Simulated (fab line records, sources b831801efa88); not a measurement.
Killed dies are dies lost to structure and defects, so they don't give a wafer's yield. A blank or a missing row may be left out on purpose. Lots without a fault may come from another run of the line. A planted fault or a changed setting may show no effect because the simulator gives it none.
fab line records | flow sfq_line
record lots=14 wafers=42 last_day=79
route steps=325 shown I3@144 JJ@183 C5@246 M8@318
lots that met no fault: from a run of the same line without faults
start_h: hours from the record's first day to the start of the lot's first wafer shown | wait_h: hours since the lot's step before | " the same as in the row above | L1.1+2: a row that stands for several wafers | - no value, or no start given | * or withheld: withheld | < > ~ a bound
route shown NAME@n: a module of which the file shows steps, and the number in the route of the first | usual: mean/standard deviation of fault-free wafers | same: alike in all rows | chamber/n: place in a boat | sites: the reading at each site | _std_site: their standard deviation | _edge_site: outer sites' mean less inner sites' | radius_mm: how far each site lies from the wafer's centre | mask NAME#n: copy n | behind: the tool/chamber that last shaped the wafer | hold: why the lot was held/for how many hours/how that ended | device: the transistor (n, p or np) that didn't switch | end of line: the same wafers' tests at the end of the route | a step without rows: its recipe alone | killed: dies lost to structure and defects at the first sort, not the wafer's yield | map: a wafer's dies, x killed, . not, _ none there
set.NAME: the setting as run; set.NAME@STEP: as run at that earlier step | model.NAME: the simulator's own value behind a step, which no gauge read
steps of the route over a sample of lots; a table a step, a row a wafer
services: from which hour (start_h, from the record's first day; less than 0 if before it) a tool's chamber was out of use, for how many hours, and why
## steps
# step SFQ_TRILAYER_I3_VIA_BARC_OPEN_VIA_ETCH_121
# recipe mask_material=PR chemistry=O2 target_depth_nm=125 target=BARC source_w=500 bias_w=80 pressure_mtorr=30 time_s=41.7
# usual drypump_motor_current_A=5.7/0.51 oes_product_au=0.685/0.0052 run_length_s=70.0/0.53 time_s=41.7/0
# columns lot.wafer tool chamber start_h wait_h drypump_motor_current_A oes_product_au rf_hours_counter_h run_length_s time_s
L982.4 rie_diel-01 3 874.77 0.0 4.8 0.681 21 69.9 41.7
L982.5 " 0 " " 4.8 0.685 - 70.2 41.7
L982.6 " 1 " " 5.9 0.681 - 69.7 41.7
L983.3 rie_diel-02 3 1019.91 0.0 5.4 0.677 11 70.5 41.7
L983.4 " 0 " " 5.9 0.683 4 70.3 41.7
L983.5 " 0 " " 5.9 0.684 - 70.2 41.7
L984.3 rie_diel-02 0 1022.31 0.0 5.9 0.685 4 70.6 41.7
L984.4 " 3 " " 5.4 0.696 11 69.9 41.7
L984.6 " 3 " " 5.4 0.697 - 70.4 41.7
L985.1 rie_diel-03 2 1024.71 0.0 5.7 0.691 5 69.5 41.7
L985.2 " 1 " " 6.4 0.686 14 70.1 41.7
L985.4 " 2 " " 5.7 0.690 - 69.2 41.7
L986.3 rie_diel-01 1 1033.11 0.0 6.0 0.681 7 69.1 41.7
L986.5 " 3 " " 4.8 0.683 - 69.8 41.7
L986.6 " 2 " " 5.5 0.677 - 70.7 41.7
L987.2 rie_diel-03 0 1041.51 0.0 5.3 0.678 16 70.4 41.7
L987.5 " 0 " " 5.2 0.683 - 70.5 41.7
L987.6 " 3 " " 6.2 0.682 - 69.7 41.7
L988.1 rie_diel-02 1 1057.11 0.0 6.4 0.690 2 70.6 41.7
L988.2 " 2 " " 5.5 0.694 8 69.4 41.7
L988.5 " 1 " " 6.4 0.684 - 71.0 41.7
L989.1 rie_diel-03 3 1075.31 0.0 6.2 0.692 13 69.8 41.7
L989.3 " 2 " " 5.7 0.689 6 69.7 41.7
L989.6 " 0 " " 5.3 0.694 - 70.4 41.7
L990.2 rie_diel-01 1 1089.26 0.0 5.9 0.686 9 69.2 41.7
L990.3 " 0 " " 4.8 0.687 10 70.4 41.7
L990.4 " 3 " " 4.8 0.677 0 69.8 41.7
L991.1 rie_diel-02 3 1091.66 0.0 5.4 0.679 12 70.0 41.7
L991.3 " 0 " " 5.9 0.681 6 70.4 41.7
L991.5 " 2 " " 5.5 0.687 - 69.5 41.7
L992.1 rie_diel-03 3 1094.06 0.0 6.2 0.806 13 59.9 29.19
L992.2 " 2 " " 5.7 0.805 6 59.8 29.19
L992.5 " 2 " " 5.7 0.817 - 59.7 29.19
L993.1 rie_diel-01 0 1098.86 0.0 4.8 0.825 10 60.8 29.19
L993.2 " 2 " " 5.5 0.819 6 61.6 29.19
L993.4 " 3 " " 4.8 0.814 1 60.3 29.19
L994.3 rie_diel-03 0 1102.46 0.0 5.3 0.823 17 61.2 29.19
L994.4 " 2 " " 5.7 0.813 6 60.4 29.19
L994.6 " 1 " " 6.4 0.825 - 60.3 29.19
L995.2 rie_diel-01 3 1112.06 0.0 4.8 0.815 1 60.5 29.19
L995.5 " 0 " " 4.8 0.810 - 61.3 29.19
L995.6 " 1 " " 5.9 0.824 - 60.3 29.19
# step SFQ_JJ_RS_MEAS_929
# recipe thk_meas_gauge=four-point-probe reads=Nb_of_TRILAYER_JJ_TRILAYER_DEP_SPUTTER_112
# usual JJ_NB_RS=1.046/0.012
# columns lot.wafer tool chamber start_h wait_h JJ_NB_RS[ohm/sq]
L982.4 film_metro-02 - 1032.90 0.1 1.053
L982.5 " - " " 1.053
L982.6 " - " " 1.033
L983.3 film_metro-02 - 1165.73 0.1 1.060
L983.4 " - " " 1.056
L983.5 " - " " 1.065
L985.1 film_metro-01 - 1170.49 0.0 1.038
L985.2 " - " " 1.043
L985.4 " - " " 1.043
L984.3 film_metro-02 - 1173.08 0.1 1.033
L984.4 " - " " 1.039
L984.6 " - " " 1.038
L986.3 film_metro-03 - 1174.13 0.1 1.038
L986.5 " - " " 1.053
L986.6 " - " " 1.037
L987.2 film_metro-02 - 1181.31 0.1 1.033
L987.5 " - " " 1.041
L987.6 " - " " 1.051
L988.1 film_metro-02 - 1285.31 0.0 1.038
L988.2 " - " " 1.038
L988.5 " - " " 1.042
L989.1 film_metro-01 - 1297.31 0.0 1.035
L989.3 " - " " 1.046
L989.6 " - " " 1.061
L990.2 film_metro-01 - 1303.34 0.1 1.016
L990.3 " - " " 1.036
L990.4 " - " " 1.033
L991.1 film_metro-03 - 1306.91 0.0 1.035
L991.3 " - " " 1.033
L991.5 " - " " 1.044
L992.1 film_metro-02 - 1310.52 0.0 1.059
L992.2 " - " " 1.049
L992.5 " - " " 1.062
L993.1 film_metro-01 - 1315.32 0.0 1.065
L993.2 " - " " 1.070
L993.4 " - " " 1.056
L994.3 film_metro-02 - 1323.90 0.1 1.050
L994.4 " - " " 1.061
L994.6 " - " " 1.059
L995.2 film_metro-03 - 1334.53 0.1 1.045
L995.5 " - " " 1.035
L995.6 " - " " 1.049
# step SFQ_C5_OVL_MEAS_937
# usual C5_OVL=-3/5.4
# columns lot.wafer tool chamber start_h wait_h C5_OVL[nm]
L982.4 overlay-01 - 1310.55 0.1 -5
L982.5 " - " " -1
L982.6 " - " " -7
L983.3 overlay-01 - 1315.35 0.1 -1
L983.4 " - " " -5
L983.5 " - " " -3
L985.1 overlay-02 - 1319.69 0.1 -21
L985.2 " - " " -12
L985.4 " - " " -14
L984.3 overlay-02 - 1341.72 0.1 -1
L984.4 " - " " 3
L984.6 " - " " 4
L986.3 overlay-02 - 1344.12 0.1 -6
L986.5 " - " " 1
L986.6 " - " " -3
L987.2 overlay-02 - 1346.52 0.1 -1
L987.5 " - " " -1
L987.6 " - " " 2
L988.1 overlay-01 - 1378.16 0.1 4
L988.2 " - " " 0
L988.5 " - " " 4
L989.1 overlay-02 - 1423.82 0.1 1
L989.3 " - " " 2
L989.6 " - " " -5
L990.2 overlay-01 - 1477.86 0.1 8
L990.3 " - " " -3
L990.4 " - " " -1
L991.1 overlay-01 - 1479.06 0.1 5
L991.3 " - " " 2
L991.5 " - " " 9
L992.1 overlay-01 - 1481.46 0.1 -10
L992.2 " - " " -6
L992.5 " - " " -7
L993.1 overlay-01 - 1485.18 0.1 -3
L993.2 " - " " 0
L993.4 " - " " -1
L994.3 overlay-01 - 1517.97 0.1 -6
L994.4 " - " " -9
L994.6 " - " " -10
L995.2 overlay-01 - 1588.42 0.1 -4
L995.5 " - " " -3
L995.6 " - " " -1
# step SFQ_M8_OVL_MEAS_948
# usual M8_OVL=2/5.5
# columns lot.wafer tool chamber start_h wait_h M8_OVL[nm]
L982.4 overlay-02 - 1736.07 0.1 3
L982.5 " - " " 3
L982.6 " - " " -1
L983.3 overlay-02 - 1748.31 0.1 6
L983.4 " - " " 1
L983.5 " - " " 7
L985.1 overlay-02 - 1753.09 0.1 4
L985.2 " - " " 3
L985.4 " - " " -1
L984.3 overlay-02 - 1758.52 0.1 1
L984.4 " - " " 10
L984.6 " - " " 14
L986.3 overlay-02 - 1841.50 0.1 4
L986.5 " - " " 6
L986.6 " - " " -4
L987.2 overlay-02 - 1846.30 0.1 -4
L987.5 " - " " -3
L987.6 " - " " 4
L988.1 overlay-01 - 1847.49 0.1 -6
L988.2 " - " " -14
L988.5 " - " " -7
L989.1 overlay-02 - 1849.89 0.1 7
L989.3 " - " " 7
L989.6 " - " " 6
L990.2 overlay-01 - 1872.32 0.1 -3
L990.3 " - " " -4
L990.4 " - " " 0
L991.1 overlay-02 - 1874.71 0.1 11
L991.3 " - " " 13
L991.5 " - " " 9
L992.1 overlay-02 - 1877.11 0.1 -2
L992.2 " - " " 1
L992.5 " - " " 0
L993.1 overlay-02 - 1879.51 0.1 3
L993.2 " - " " -2
L993.4 " - " " -3
L994.3 overlay-01 - 1890.32 0.1 1
L994.4 " - " " 2
L994.6 " - " " 1
L995.2 overlay-02 - 1898.72 0.1 5
L995.5 " - " " 2
L995.6 " - " " 5
## services
# columns tool chamber start_h hours kind
rie_diel-03 2 855.04 6.1 repair
rie_diel-02 1 871.77 - clean
rie_diel-02 1 871.77 26.1 scheduled_down
rie_diel-02 1 871.77 26.1 vent_cycle
rie_diel-03 3 895.54 1.3 repair
rie_diel-02 - 896.93 2.8 pm
rie_diel-01 1 914.23 1.6 repair
rie_diel-02 1 933.27 9.4 repair
rie_diel-03 2 950.02 19.6 repair
rie_diel-02 0 971.28 7.0 repair
rie_diel-03 1 985.44 1.5 repair
rie_diel-01 - 1020.13 0.4 repair
rie_diel-01 3 1020.50 3.5 repair
rie_diel-03 0 1023.88 4.0 repair
rie_diel-03 1 1027.34 47.1 repair
rie_diel-01 0 1029.18 5.4 repair
rie_diel-01 3 1036.72 - clean
rie_diel-01 3 1036.72 21.2 scheduled_down
rie_diel-01 3 1036.72 21.2 vent_cycle
rie_diel-01 - 1044.17 0.3 repair
## key
first_sign step=SFQ_TRILAYER_I3_VIA_BARC_OPEN_VIA_ETCH_121 reading=time_s direction=down sigmas=99+ usual=* struck=*
effect step=SFQ_TRILAYER_I3_VIA_BARC_OPEN_VIA_ETCH_121 reading=oes_product_au direction=up sigmas=25 usual=0.685 struck=0.816
met_at SFQ_TRILAYER_I3_VIA_BARC_OPEN_VIA_ETCH_121
struck_lots L992,L993,L994,L995
not_acting_at SFQ_JJ_RS_MEAS_929,SFQ_C5_OVL_MEAS_937,SFQ_M8_OVL_MEAS_948
onset_between 1091.66 1094.06
fault kind=recipe_version_skew tool=rie_diel-01,rie_diel-02,rie_diel-03 chamber=- onset_h=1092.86 steps=SFQ_TRILAYER_I3_VIA_BARC_OPEN_VIA_ETCH_121 wrong_recipe.time_s=*
